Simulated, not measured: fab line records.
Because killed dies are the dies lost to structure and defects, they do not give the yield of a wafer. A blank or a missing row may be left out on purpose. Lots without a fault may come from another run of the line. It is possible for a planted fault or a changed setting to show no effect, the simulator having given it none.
A lot that was struck, set against a sound lot	flow sky130	14 steps out of a route of 708
Sound: the wafers L410.2, L410.4, L410.6. Struck: wafers L417.2, L417.3, L417.6. Last of all comes the cause.
Each step with rows lists, per side, the tool, then ch with its chambers, then its first start. Under that, the readings that differ: sound wafers	struck wafers	difference of the means	sigmas: that difference in standard deviations of wafers without a fault.
alike: a reading whose means differ by less than 2 such deviations, as well as words and numbers matching on both sides. not compared: withheld readings; readings where some wafer has no value; bounds like >300 that might hide an equal value; numbers whose values overlap and for which the record gives no deviation.
Wherever a step has rows on one side only, a row that says differs or no value, or a row with sigmas, the two part there. Non-overlapping numbers with no deviation appear without sigmas and do not part them. Lack of a reading on every wafer of one side parts them only where that side has two or more wafers.

SKY_VIA3_OVL_MEAS_13:
  sound on overlay-01 at day 40 22:49; struck on overlay-01 at day 43 12:22
  alike: VIA3_OVL
SKY_VIA3_ETCH_14: etches BARC in N2/H2, stops on SiO2, time 45.9 s, target depth 60 nm.
  sound on rie-diel-02 ch 0,1,3, day 40 22:51; struck on rie-diel-04 ch 1,2,3, day 43 12:23
reading	sound	struck	difference	sigmas
throttle-valve-pct (%)	13.235 13.229 13.233	13.207 13.213 13.211	-0.022	-2
  alike: chamber-pressure-mTorr, drypump-motor-current-A, oes-product-au
  not compared: rf-hours-counter-h
SKY_VIA3_ETCH_15: etches SiO2 in C4F8/O2/Ar, stops on TiN, target depth 507 nm, time 78 s.
  sound on rie-diel-02 ch 0,1,3, day 40 22:53; struck on rie-diel-04 ch 1,2,3, day 43 12:26
  alike: chamber-pressure-mTorr, oes-product-au
SKY_VIA3_STRIP_16: strips in O2/N2.
  sound on plasma-asher-01 ch 1, day 40 22:57; struck on plasma-asher-04 ch 0,1, day 43 12:29
reading	sound	struck	difference	sigmas
drypump-motor-current-A (A)	5.2 5.2 5.2	6.1 6.0 6.0	+0.8	+2
  alike: chamber-pressure-mTorr, o2-flow-sccm, oes-product-au, strip-time-to-endpoint-s
  not compared: rf-hours-counter-h
then, 4 steps without rows for these wafers: SKY_VIA3_STRIP_17 (strips in post etch residue remover, time 1200 s); SKY_VIA3_CLEAN_18 (cleans in IPA, time 180 s); SKY_VIA3_CLEAN_19 (cleans in O3/DIW); SKY_VIA3_SPUTTER_20 (material TiN, target thk 20 nm, time 80 s).
SKY_VIA3_CVD_21: deposits W, target thk 390 nm, time 117.31 s.
  sound on cvd-w-02 ch 1, day 40 23:37; struck on cvd-w-02 ch 1, day 43 13:11
  alike: heater-power-w
  not compared: since-wet-clean-h
SKY_VIA3_RS_MEAS_22: uses a four-point probe to measure.
  sound on film-metro-01 at day 40 23:46; struck on film-metro-03 at day 43 13:20
  alike: VIA3_W_RS
SKY_VIA3_THK_MEAS_23: measures by xrf.
  sound on film-metro-01 at day 40 23:53; struck on film-metro-03 at day 43 13:26
  alike: VIA3_W_THK
then, 1 step without rows for these wafers: SKY_VIA3_CMP_24 (polishes, stops on SiO2, t overpolish 20 s, target thk 0 nm).
SKY_METAL4_SPUTTER_00: material Ti, target thk 15 nm, time 10.35 s.
  sound on pvd-sputter-03 at day 41 00:14; struck on pvd-sputter-02 at day 43 13:47
  no value came back on the struck wafers for cathode-dc-power-W (W), chamber-pressure-pa (Pa), throttle-valve-pct (%); on the sound wafers cathode-dc-power-W (W) reads 3000.3 3000.0 3000.0
SKY_METAL4_SPUTTER_01: material TiN, target thk 20 nm, time 16.7 s.
  sound on pvd-sputter-03 at day 41 00:15; struck on pvd-sputter-02 at day 43 13:49
  alike: cathode-dc-power-W, chamber-pressure-pa, throttle-valve-pct

WHERE THEY PART
Earliest at SKY_VIA3_ETCH_14; latest, in this record, at SKY_METAL4_SPUTTER_00. Later steps at which nothing parts them and some readings are alike: SKY_METAL4_SPUTTER_01.

WHY: the cause the simulator had injected
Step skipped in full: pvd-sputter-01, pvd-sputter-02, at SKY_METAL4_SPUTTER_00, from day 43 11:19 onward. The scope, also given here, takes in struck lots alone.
